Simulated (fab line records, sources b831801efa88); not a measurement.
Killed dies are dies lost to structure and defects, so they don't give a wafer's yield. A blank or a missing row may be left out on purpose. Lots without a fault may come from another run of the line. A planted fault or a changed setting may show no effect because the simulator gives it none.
Which tool did it? | flow gf180mcu | 11 lots, 33 wafers sampled, at 3 steps of a route of 602

WHAT THE GAUGES READ, wafer by wafer
GF_M1_RS_MEAS_05: measures by four-point-probe.
lot  | measured     | on            | M1_ALCU_RS (ohm/sq)
L699 | day 18 00:34 | film_metro-03 | 0.0697 0.0703 0.0706
L700 | day 18 13:42 | film_metro-04 | 0.0701 0.0700 0.0699
L701 | day 18 20:16 | film_metro-04 | 0.0696 0.0699 0.0695
L702 | day 19 05:47 | film_metro-01 | 0.0703 0.0688 0.0699
L703 | day 19 09:47 | film_metro-04 | 0.0697 0.0692 0.0699
L704 | day 19 23:11 | film_metro-03 | 0.0699 0.0692 0.0705
L707 | day 21 02:46 | film_metro-04 | 0.0701 0.0702 0.0707
L714 | day 23 08:15 | film_metro-04 | 0.0705 0.0694 0.0702
L719 | day 24 18:23 | film_metro-03 | 0.0691 0.0686 0.0683
L720 | day 25 02:32 | film_metro-04 | 0.0698 0.0711 0.0708
L722 | day 25 16:17 | film_metro-01 | 0.0693 0.0697 0.0700

WHICH TOOL RAN EACH LOT (tool, then ch and the chambers of the sampled wafers, then the start)
lot  | GF_STI_ETCH_13                    | GF_STI_STRIP_15
L699 | rie_diel-02 ch 1,2,3, day 2 02:53 | plasma_asher-01 ch 0,1, day 2 03:03
L700 | rie_diel-03 ch 2,3, day 2 09:28   | plasma_asher-02 ch 0,1, day 2 09:39
L701 | rie_diel-02 ch 0,2,3, day 2 13:08 | plasma_asher-04 ch 0, day 2 13:18
L702 | rie_diel-01 ch 0,2,3, day 2 17:56 | plasma_asher-02 ch 0,1, day 2 18:06
L703 | rie_diel-01 ch 0,3, day 2 23:32   | plasma_asher-01 ch 0,1, day 2 23:42
L704 | rie_diel-01 ch 0,1,3, day 3 03:56 | plasma_asher-01 ch 0,1, day 3 04:06
L707 | rie_diel-01 ch 1,3, day 3 19:41   | plasma_asher-02 ch 1, day 3 19:51
L714 | rie_diel-03 ch 2,3, day 5 08:32   | plasma_asher-04 ch 0,1, day 5 08:42
L719 | rie_diel-03 ch 0,1,3, day 6 10:38 | plasma_asher-04 ch 0,1, day 6 10:48
L720 | rie_diel-02 ch 0,1,2, day 6 15:32 | plasma_asher-01 ch 0,1, day 6 15:42
L722 | rie_diel-02 ch 0,2,3, day 7 01:49 | plasma_asher-02 ch 0,1, day 7 02:00
- GF_STI_ETCH_13: etches the open film in CHF3/O2, stops on Si, target depth 282.31 nm, time 112.9 s.
- GF_STI_STRIP_15: strips in O2/N2.

THE ANSWER, worked out from the rows above alone
Rule: what is usual is taken from the lots themselves. Put in order of their means at a reading, lots are off if they are a third of the lots or fewer, leave a main group of 4 or more, and stand apart from it by a gap of 3 or more times the standard deviation of the main group's means; of several such gaps the widest counts. A main group whose means are all the same, to the digits that the tables above print for the reading, isn't used. A lot without any number at a reading at which 4 lots or more have one is off too. The other lots that the step has rows for count as sound.
No lot is off at any reading shown: from this, nothing can be told.

WHAT THE SIMULATOR HAD PUT IN
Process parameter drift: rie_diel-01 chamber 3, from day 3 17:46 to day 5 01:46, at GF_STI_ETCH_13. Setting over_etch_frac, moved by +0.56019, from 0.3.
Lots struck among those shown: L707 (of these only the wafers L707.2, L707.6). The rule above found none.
